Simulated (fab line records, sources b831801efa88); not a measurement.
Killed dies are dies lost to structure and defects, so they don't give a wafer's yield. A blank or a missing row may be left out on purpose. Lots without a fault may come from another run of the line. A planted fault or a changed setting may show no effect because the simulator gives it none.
Chamber matching | flow sky130 | SKY_VIA3_ETCH_15 on rie_diel-04: 3 sister chambers
The step etches SiO2 in C4F8/O2/Ar, stops on TiN, target depth 507 nm, time 78 s. 3 wafers are shown with their chamber, then 4 later ones without.

WAFERS WITH THEIR CHAMBER
wafer  | chamber | oes_product_au (a.u.)
L084.3 | 0       | 0.947
L090.6 | 2       | 0.943
L093.5 | 1       | 0.950

WAFERS WITHOUT THEIR CHAMBER
wafer  | oes_product_au (a.u.)
L093.6 | 0.947
L095.1 | 0.943
L097.4 | 0.951
L097.6 | 0.945

WHICH CHAMBER EACH WENT THROUGH
wafer  | from the rows above     | in truth
L093.6 | 0                       | 0
L095.1 | 2                       | 2
L097.4 | 1                       | 1
L097.6 | can't be placed: 0 or 2 | 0
Placed correctly: 3 of 4. Can't be placed from these rows: 1 (the true chamber is among the candidates in 1). Placed wrongly: 0.
How it was worked out, from the rows above alone: a wafer's distance from a chamber is the root of the sum, over the readings, of the square of ((its reading less the chamber's mean) divided by the reading's scatter). The wafer belongs to the nearest chamber; if the next one is less than 2 further off, it can't be placed. A chamber's mean is the mean of its shown wafers. The scatter: with one shown wafer a chamber, the root of the mean of the squares of how far each hidden wafer lies from its nearest shown one.
